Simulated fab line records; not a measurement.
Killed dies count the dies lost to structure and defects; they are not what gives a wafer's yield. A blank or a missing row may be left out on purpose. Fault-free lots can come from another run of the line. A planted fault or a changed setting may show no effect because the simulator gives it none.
A lot that was struck, set against a sound lot || flow sfq_line || 42 out of 325 route steps
Sound: the wafers L761.2, L761.4, L761.5. Struck: wafers L777.1, L777.2 (left out: L777.5, a lot-mate that was not struck); the cause follows at the end.
For every step that has rows: the tool of each side, followed by ch and its chambers, followed by its first start. Under that, the readings that differ: sound wafers || struck wafers || difference of the means || sigmas: that difference in standard deviations of wafers without a fault.
alike: readings whose means differ by less than 2 such deviations, and words and numbers that are the same on both sides. not compared: withheld readings, readings that some wafer has no value for, bounds like >300 that may hide the same value, and numbers for which the record gives no deviation and whose values overlap.
The two part at a step that has a row with sigmas, a row that says differs or no value, or rows on one side only. Numbers that don't overlap but have no deviation are shown without sigmas and don't part them. A reading that every wafer of one side lacks parts them only if that side has two wafers or more.

first, 6 steps without rows for these wafers: SFQ_TRILAYER_C5_LITHO_COAT_156 (resist thk 62 nm); SFQ_TRILAYER_C5_LITHO_COAT_151 (resist thk 650 nm); SFQ_TRILAYER_C5_LITHO_SOFTBAKE_155; SFQ_TRILAYER_C5_LITHO_EXPOSE_152 (exposes mask C5, target cd 500 nm); SFQ_TRILAYER_C5_LITHO_PEB_154 (peb time 60 s); SFQ_TRILAYER_C5_LITHO_DEVELOP_153 (time 60 s).
SFQ_C5_OVL_MEAS_937:
  struck on overlay-01, day 67 13:14; sound on overlay-02, day 63 23:29
  alike: C5_OVL
SFQ_TRILAYER_C5_BARC_OPEN_VIA_ETCH_210: etches BARC in O2, target depth 125 nm, time 41.7 s.
  sound on rie_diel-03 ch 0,1, day 63 23:31; struck on rie_diel-02 ch 0,2, day 67 13:16
  alike: drypump_motor_current_A, oes_product_au
  not compared: rf_hours_counter_h
SFQ_TRILAYER_C5_ETCH_VIA_ETCH_154: etches SiO2 in CHF3, stops on Nb, target depth 84 nm.
  sound on rie_diel-03 ch 0,1, day 63 23:33; struck on rie_diel-02 ch 0,2, day 67 13:19
  alike: drypump_motor_current_A, oes_product_au
then, 3 steps without rows for these wafers: SFQ_TRILAYER_C5_STRIP_STRIP_155 (strips in O2); SFQ_TRILAYER_C5_STRIP_SOLV_CLEAN_156 (cleans in NMP, time 600 s); SFQ_TRILAYER_M6_DEP_PRE_CLEAN_158 (time 22.5 s).
SFQ_TRILAYER_M6_DEP_SPUTTER_157: material Nb, target thk 200 nm, time 133.3 s.
  struck on pvd_sputter-06, day 67 14:10; sound on pvd_sputter-03, day 64 00:25
{"reading": "model.Nb_of_TRILAYER_M6_DEP_SPUTTER_157.thk_nm (nm)", "sound": "201.9 202.6 202.6", "struck": "317.8 313.7", "difference": "+113.4", "sigmas": ""}
  alike: chamber_pressure_pa, substrate_temp_c, throttle_valve_pct
SFQ_M6_RS_MEAS_938: uses a four-point probe to measure.
  struck on film_metro-04, day 67 14:15; sound on film_metro-02, day 64 00:32
{"reading": "M6_NB_RS (ohm/sq)", "sound": "0.881 0.874 0.876", "struck": "0.558 0.565", "difference": -0.316, "sigmas": -26}
then, 6 steps without rows for these wafers: SFQ_TRILAYER_M6_LITHO_COAT_164 (resist thk 62 nm); SFQ_TRILAYER_M6_LITHO_COAT_159 (resist thk 600 nm); SFQ_TRILAYER_M6_LITHO_SOFTBAKE_163; SFQ_TRILAYER_M6_LITHO_EXPOSE_160 (exposes mask M6, target cd 500 nm); SFQ_TRILAYER_M6_LITHO_PEB_162 (peb time 60 s); SFQ_TRILAYER_M6_LITHO_DEVELOP_161 (time 60 s).
-- the record jumps here: 5 days lie between the struck wafers' starts before and after --
SFQ_M6_OVL_MEAS_940:
  struck on overlay-02, day 72 10:05; sound on overlay-02, day 64 03:05
  alike: M6_OVL
then, 1 step without rows for these wafers: SFQ_TRILAYER_M6_BARC_OPEN_METAL_ETCH_206 (etches BARC in O2, target depth 125 nm, time 41.7 s).
SFQ_TRILAYER_M6_ETCH_METAL_ETCH_162: etches Nb in Cl2/Ar, stops on SiO2, target depth 240 nm, time 120 s.
  sound on rie_metal-03 ch 0,1, day 64 03:10; struck on rie_metal-03 ch 0,1, day 72 10:11
{"reading": "oes_product_au (a.u.)", "sound": "0.902 0.896 0.897", "struck": "0.984 1.011", "difference": "+0.099", "sigmas": "+11"}
  alike: drypump_motor_current_A, he_backside_leak_sccm
  not compared: rf_hours_counter_h
then, 2 steps without rows for these wafers: SFQ_TRILAYER_M6_STRIP_STRIP_163 (strips in O2); SFQ_TRILAYER_M6_STRIP_SOLV_CLEAN_164 (cleans in NMP, time 600 s).
SFQ_TRILAYER_I6_DEP_PECVD_165: deposits SiO2 from SiH4/N2O, time 111.11 s, target thk 500 nm.
  sound on pecvd-04 ch 0,2, day 64 04:04; struck on pecvd-03 ch 0,1, day 72 11:05
{"reading": "throttle_valve_pct (%)", "sound": "23.5 23.0 23.4", "struck": "25.0 25.1", "difference": "+1.8", "sigmas": "+3"}
  alike: heater_power_w
then, 1 step without rows for these wafers: SFQ_TRILAYER_I6_CMP_CMP_166 (polishes SiO2).
SFQ_I6_BOW_MEAS_941:
  struck on film_metro-03, day 72 14:10; sound on film_metro-03, day 64 17:03
  alike: I6_BOW
SFQ_TRILAYER_I6_METRO_MEASURE_167:
  struck on film_metro-03, day 72 14:17; sound on film_metro-03, day 64 17:21
  alike: thk_nm
then, 6 steps without rows for these wafers: SFQ_TRILAYER_I6_VIA_LITHO_COAT_174 (resist thk 62 nm); SFQ_TRILAYER_I6_VIA_LITHO_COAT_169 (resist thk 650 nm); SFQ_TRILAYER_I6_VIA_LITHO_SOFTBAKE_173; SFQ_TRILAYER_I6_VIA_LITHO_EXPOSE_170 (exposes mask I6, target cd 700 nm); SFQ_TRILAYER_I6_VIA_LITHO_PEB_172 (peb time 60 s); SFQ_TRILAYER_I6_VIA_LITHO_DEVELOP_171 (time 60 s).
-- the record jumps here: 5 days lie between the struck wafers' starts before and after --
SFQ_I6_OVL_MEAS_942:
  struck on overlay-01, day 77 12:41; sound on overlay-01, day 69 19:26
{"reading": "I6_OVL (nm)", "sound": "-9 -6 -7", "struck": "7 9", "difference": "+15", "sigmas": "+2"}
SFQ_TRILAYER_I6_VIA_BARC_OPEN_VIA_ETCH_235: etches BARC in O2, target depth 125 nm, time 41.7 s.
  sound on rie_diel-01 ch 0,1,2, day 69 19:28; struck on rie_diel-01 ch 2,3, day 77 12:44
  alike: drypump_motor_current_A, oes_product_au
  not compared: rf_hours_counter_h
then, 4 steps without rows for these wafers: SFQ_TRILAYER_I6_VIA_ETCH_VIA_ETCH_172 (etches SiO2 in CHF3, stops on Nb, target depth 260 nm); SFQ_TRILAYER_I6_VIA_STRIP_STRIP_173 (strips in O2); SFQ_TRILAYER_I6_VIA_STRIP_SOLV_CLEAN_174 (cleans in NMP, time 600 s); SFQ_TRILAYER_M7_DEP_PRE_CLEAN_176 (time 22.5 s).
-- the record jumps here: 9 days lie between the struck wafers' starts before and after --
SFQ_M8_BOW_MEAS_951:
  struck on film_metro-02, day 86 01:31; sound on film_metro-02, day 77 10:50
{"reading": "model.etest.m6.comb_log10_ohm", "sound": "12 12 12", "struck": "0 0", "difference": -12, "sigmas": ""}
{"reading": "model.etest.m6.ohm_sq", "sound": "0.8806 0.8774 0.8774", "struck": "0.5593 0.5667", "difference": -0.3155, "sigmas": ""}
  alike: M8_BOW

== WHERE THEY PART ==
Last at SFQ_I6_OVL_MEAS_942 as far as this record goes, first at SFQ_M6_RS_MEAS_938. Later steps at which nothing parts them and some readings are alike: SFQ_TRILAYER_I6_VIA_BARC_OPEN_VIA_ETCH_235, SFQ_M8_BOW_MEAS_951.

WHY: whatever the simulator had introduced
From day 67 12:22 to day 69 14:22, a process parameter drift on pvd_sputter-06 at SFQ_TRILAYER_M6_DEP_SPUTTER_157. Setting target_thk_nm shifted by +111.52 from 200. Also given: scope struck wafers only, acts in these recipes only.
